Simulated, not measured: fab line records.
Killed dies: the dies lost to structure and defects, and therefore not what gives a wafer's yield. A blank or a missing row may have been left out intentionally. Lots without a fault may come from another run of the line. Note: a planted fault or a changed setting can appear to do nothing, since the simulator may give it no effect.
fab line records ; flow sky130 ; part 2 of 2: steps 33 to 44 of 44
record: lots: 5; wafers: 15; last-day: 50
route steps=708 shown VT_ADJUST_HVTP@88 VT_ADJUST_LVTN@97 VT_ADJUST_NCORE@119 VT_ADJUST_HVTR@131
lots that met no fault: from a run of the same line without faults
start-h: start of the lot's first displayed wafer, in hours after the record's first day ; wait-h: hours since the lot's step before ; " unchanged from the row above ; L1.1+2: one row covering several wafers at once ; - no value, or no start was given ; * or withheld: withheld ; < > ~ a bound
route shown NAME@n: NAME is a module with steps in the file, n the number in the route of the first one ; usual: mean and standard deviation over wafers with no fault ; same: alike in all rows ; chamber/n: place in a boat ; sites: per-site readings ; _std_site: how widely they spread, as a standard deviation ; _edge_site: the outer-site mean with the inner-site mean subtracted ; radius-mm: for every site, how far away it sits from the centre of the wafer ; mask NAME#n: copy n ; behind: the tool/chamber that last shaped the wafer ; hold: why the lot was held/for how many hours/how that ended ; device: names the non-switching transistor (n, p or np) ; end of line: tests of these same wafers at the route's end ; a step given without rows: its recipe and nothing more ; killed: dies lost to structure and defects at the first sort, not the wafer's yield ; map: per-die view of a wafer (x killed, . not killed, _ where there is no die)
set.NAME: the setting as run; set.NAME@STEP: as run at that earlier step ; model.NAME: the simulator's own value behind a step, which no gauge read
a table for each step, a row for each wafer; lots at some steps of the route
services: the hour from which a tool's chamber was out of use, counted from the record's first day as start-h (under 0 if before that day), plus the number of hours and why
== steps ==
step: SKY_VT_ADJUST_NCORE_HMDS_01
recipe: prime-time-s: 60; prime-temp-c: 120
usual: prime-temp-c: 120.00/0.15
lot.wafer;tool;chamber;start-h;wait-h;prime-temp-c
L076.2;litho-track-01;0;188.91;0.1;120.08
L076.4;litho-track-01;0;188.91;0.1;120.02
L076.5;litho-track-01;0;188.91;0.1;120.06
L083.1;litho-track-03;0;232.75;0.1;119.58
L083.3;litho-track-03;0;232.75;0.1;119.65
L083.4;litho-track-03;0;232.75;0.1;119.84
L086.1;litho-track-03;0;260.05;0.1;120.30
L086.2;litho-track-03;0;260.05;0.1;120.07
L086.3;litho-track-03;0;260.05;0.1;120.23
L092.1;litho-track-04;0;299.32;0.1;119.95
L092.2;litho-track-04;0;299.32;0.1;119.95
L092.5;litho-track-04;0;299.32;0.1;119.93
L097.2;litho-track-04;0;330.05;0.1;119.91
L097.4;litho-track-04;0;330.05;0.1;119.98
L097.5;litho-track-04;0;330.05;0.1;120.10
step: SKY_VT_ADJUST_NCORE_COAT_02
recipe: resist: NOVOLAK; spin-rpm: 3000; resist-thk-nm: 1140
usual: spin-speed-rpm: 3000.0/2
lot.wafer;tool;chamber;start-h;wait-h;spin-speed-rpm
L076.2;litho-track-01;0;189.06;0.1;3002.6
L076.4;litho-track-01;0;189.06;0.1;3004.2
L076.5;litho-track-01;0;189.06;0.1;3001.2
L083.1;litho-track-03;0;232.90;0.1;2999.9
L083.3;litho-track-03;0;232.90;0.1;2999.5
L083.4;litho-track-03;0;232.90;0.1;3001.1
L086.1;litho-track-03;0;260.20;0.1;3003.5
L086.2;litho-track-03;0;260.20;0.1;2999.6
L086.3;litho-track-03;0;260.20;0.1;3000.2
L092.1;litho-track-04;0;299.47;0.1;2997.7
L092.2;litho-track-04;0;299.47;0.1;2999.6
L092.5;litho-track-04;0;299.47;0.1;2999.4
L097.2;litho-track-04;0;330.20;0.1;2999.0
L097.4;litho-track-04;0;330.20;0.1;2999.3
L097.5;litho-track-04;0;330.20;0.1;3001.9
step: SKY_VT_ADJUST_NCORE_SOFTBAKE_03
recipe: temp-c: 90; time-s: 60; resist: NOVOLAK
lot.wafer;tool;chamber;start-h;wait-h
L076.2+4+5;litho-track-01;0;189.21;0.1
L083.1+3+4;litho-track-03;0;233.05;0.1
L086.1+2+3;litho-track-03;0;260.35;0.1
L092.1+2+5;litho-track-04;0;299.62;0.1
L097.2+4+5;litho-track-04;0;330.35;0.1
step: SKY_VT_ADJUST_NCORE_EXPOSE_04
recipe: mask-id: LVTN_COMPLEMENT_THIN; na: 0.6; source-shape: conventional; sigma-outer: 0.6; polarization: unpolarized; target-cd-nm: 380; dose-mj: 139
lot.wafer;tool;chamber;start-h;wait-h;mask
L076.2+4+5;iline-stepper-01;0;-;-;LVTN_COMPLEMENT_THIN#0
L083.1+3+4;iline-stepper-02;0;-;-;LVTN_COMPLEMENT_THIN#0
L086.1+2+3;iline-stepper-01;0;-;-;LVTN_COMPLEMENT_THIN#0
L092.1+2+5;iline-stepper-02;0;-;-;LVTN_COMPLEMENT_THIN#0
L097.2+4+5;iline-stepper-01;0;-;-;LVTN_COMPLEMENT_THIN#0
step: SKY_VT_ADJUST_NCORE_PEB_05
recipe: temp-c: withheld; time-s: *; resist: NOVOLAK
lot.wafer;tool;chamber;start-h;wait-h
L076.2+4+5;litho-track-03;0;-;-
L083.1+3+4;litho-track-04;0;-;-
L086.1+2+3;litho-track-04;0;-;-
L092.1+2+5;litho-track-04;0;-;-
L097.2+4+5;litho-track-04;0;-;-
step: SKY_VT_ADJUST_NCORE_DEVELOP_06
recipe: resist: NOVOLAK; developer: TMAH; develop-time-s: 60; dev-temp-c: 23
same: develop-time-s: 60
lot.wafer;tool;chamber;start-h;wait-h
L076.2+4+5;litho-track-03;0;199.13;0.1
L083.1+3+4;litho-track-04;0;244.62;0.1
L086.1+2+3;litho-track-04;0;272.32;0.1
L092.1+2+5;litho-track-04;0;312.37;0.1
L097.2+4+5;litho-track-04;0;342.95;0.1
step: SKY_VT_ADJUST_NCORE_CD_MEAS_07
recipe: target-cd-nm: 380
usual: cd-nm: 379.1/2.6
lot.wafer;tool;chamber;start-h;wait-h;cd-nm
L076.2;cd-sem-01;-;199.28;0.1;380.4
L076.4;cd-sem-01;-;199.28;0.1;377.5
L076.5;cd-sem-01;-;199.28;0.1;379.2
L083.1;cd-sem-02;-;244.77;0.1;382.1
L083.3;cd-sem-02;-;244.77;0.1;380.0
L083.4;cd-sem-02;-;244.77;0.1;380.1
L086.1;cd-sem-01;-;272.47;0.1;375.9
L086.2;cd-sem-01;-;272.47;0.1;379.6
L086.3;cd-sem-01;-;272.47;0.1;376.5
L092.1;cd-sem-01;-;312.52;0.1;373.9
L092.2;cd-sem-01;-;312.52;0.1;374.1
L092.5;cd-sem-01;-;312.52;0.1;375.7
L097.2;cd-sem-01;-;343.09;0.1;379.3
L097.4;cd-sem-01;-;343.09;0.1;378.8
L097.5;cd-sem-01;-;343.09;0.1;379.1
step: SKY_VT_ADJUST_NCORE_OVL_MEAS_08
usual: VT_ADJUST_NCORE_OVL: 0.6/1.3
lot.wafer;tool;chamber;start-h;wait-h;VT_ADJUST_NCORE_OVL[nm]
L076.2;overlay-01;-;199.38;0.1;2.1
L076.4;overlay-01;-;199.38;0.1;1.9
L076.5;overlay-01;-;199.38;0.1;0.5
L083.1;overlay-02;-;244.89;0.1;-0.7
L083.3;overlay-02;-;244.89;0.1;1.2
L083.4;overlay-02;-;244.89;0.1;-0.5
L086.1;overlay-02;-;272.59;0.1;-2.3
L086.2;overlay-02;-;272.59;0.1;-2.4
L086.3;overlay-02;-;272.59;0.1;0.5
L092.1;overlay-01;-;312.64;0.1;1.9
L092.2;overlay-01;-;312.64;0.1;-0.3
L092.5;overlay-01;-;312.64;0.1;1.2
L097.2;overlay-02;-;343.20;0.1;-0.9
L097.4;overlay-02;-;343.20;0.1;1.6
L097.5;overlay-02;-;343.20;0.1;1.0
step: SKY_VT_ADJUST_NCORE_IMPLANT_09
recipe: species: B; energy-kev: 10.06; dose-cm2: 2.4e+12; tilt-deg: withheld
lot.wafer;tool;chamber;start-h;wait-h
L076.2+4+5;implanter-03;0;199.44;0.0
L083.1+3+4;implanter-01;0;244.93;0.0
L086.1+2+3;implanter-04;0;272.63;0.0
L092.1+2+5;implanter-04;0;312.68;0.0
L097.2+4+5;implanter-01;0;343.73;0.5
step: SKY_VT_ADJUST_NCORE_STRIP_10
recipe: chemistry: O2/N2; power-w: 1400; pressure-mtorr: 1500; platen-temp-c: withheld; o2-flow-sccm: 3000; n2-flow-sccm: 300; overash-fraction: 0.5
usual: drypump-motor-current-A: 5.5/0.39; oes-product-au: 0.715/0.0046; strip-time-to-endpoint-s: 14.19/0.04
lot.wafer;tool;chamber;start-h;wait-h;drypump-motor-current-A;oes-product-au;rf-hours-counter-h;strip-time-to-endpoint-s
L076.2;plasma-asher-01;1;199.56;0.1;5.6;0.709;48;14.19
L076.4;plasma-asher-01;1;199.56;0.1;5.6;0.718;-;14.22
L076.5;plasma-asher-01;1;199.56;0.1;5.6;0.717;-;14.20
L083.1;plasma-asher-04;1;245.08;0.1;5.0;0.720;54;14.26
L083.3;plasma-asher-04;0;245.08;0.1;6.0;0.712;-;14.23
L083.4;plasma-asher-04;1;245.08;0.1;5.0;0.717;-;14.26
L086.1;plasma-asher-01;1;272.78;0.1;5.6;0.716;53;14.19
L086.2;plasma-asher-01;0;272.78;0.1;5.7;0.720;53;14.18
L086.3;plasma-asher-01;0;272.78;0.1;5.7;0.721;-;14.14
L092.1;plasma-asher-01;0;312.83;0.1;5.8;0.718;57;14.15
L092.2;plasma-asher-01;1;312.83;0.1;5.6;0.719;57;14.21
L092.5;plasma-asher-01;0;312.83;0.1;5.7;0.714;-;14.20
L097.2;plasma-asher-04;0;343.86;0.1;5.9;0.726;64;14.15
L097.4;plasma-asher-04;1;343.86;0.1;5.0;0.716;-;14.11
L097.5;plasma-asher-04;1;343.86;0.1;5.0;0.717;-;14.16
step: SKY_VT_ADJUST_NCORE_TW_MEAS_11
usual: VT_ADJUST_NCORE_TW: 220.4/2.1
lot.wafer;tool;chamber;start-h;wait-h;VT_ADJUST_NCORE_TW
L076.2;film-metro-03;-;199.67;0.1;220.3
L076.4;film-metro-03;-;199.67;0.1;220.0
L076.5;film-metro-03;-;199.67;0.1;220.5
L083.1;film-metro-01;-;245.18;0.1;219.9
L083.3;film-metro-01;-;245.18;0.1;218.7
L083.4;film-metro-01;-;245.18;0.1;218.9
L086.1;film-metro-03;-;272.88;0.1;219.3
L086.2;film-metro-03;-;272.88;0.1;220.1
L086.3;film-metro-03;-;272.88;0.1;220.3
L092.1;film-metro-03;-;312.93;0.1;220.3
L092.2;film-metro-03;-;312.93;0.1;220.3
L092.5;film-metro-03;-;312.93;0.1;219.9
L097.2;film-metro-03;-;343.97;0.1;221.9
L097.4;film-metro-03;-;343.97;0.1;221.0
L097.5;film-metro-03;-;343.97;0.1;221.1
step: SKY_VT_ADJUST_HVTR_DEHYDRATE_00
recipe: temp-c: 200; time-s: 60
lot.wafer;tool;chamber;start-h;wait-h
L076.2+4+5;litho-track-02;0;209.65;10.0
L083.1+3+4;litho-track-03;0;256.50;11.3
L086.1+2+3;litho-track-03;0;284.05;11.2
L092.1+2+5;litho-track-04;0;325.87;12.9
L097.2+4+5;litho-track-02;0;357.45;13.5
== services ==
tool;chamber;start-h;hours;kind
plasma-asher-02;-;108.75;9.0;pm
iline-stepper-01;-;117.54;1.7;pm
plasma-asher-04;-;131.97;3.8;repair
implanter-01;-;137.58;2.9;pm
plasma-asher-03;-;172.73;1.1;repair
plasma-asher-02;-;180.17;11.2;repair
implanter-01;-;183.91;4.0;repair
iline-stepper-01;-;193.63;4.4;pm
plasma-asher-04;-;231.05;2.8;pm
plasma-asher-01;-;237.31;25.0;pm
implanter-04;-;243.40;2.1;pm
implanter-01;-;252.29;2.4;repair
implanter-01;-;256.48;1.1;repair
implanter-03;-;256.65;2.2;repair
iline-stepper-02;-;283.91;1.0;repair
implanter-03;-;287.08;3.8;pm
iline-stepper-01;-;298.62;13.8;repair
implanter-03;-;301.97;47.4;repair
iline-stepper-02;-;312.45;1.7;pm
implanter-04;-;332.71;28.8;pm
implanter-01;-;335.64;3.1;repair
iline-stepper-01;-;335.69;1.7;pm
iline-stepper-01;-;340.03;11.2;repair
implanter-03;-;349.07;3.7;repair
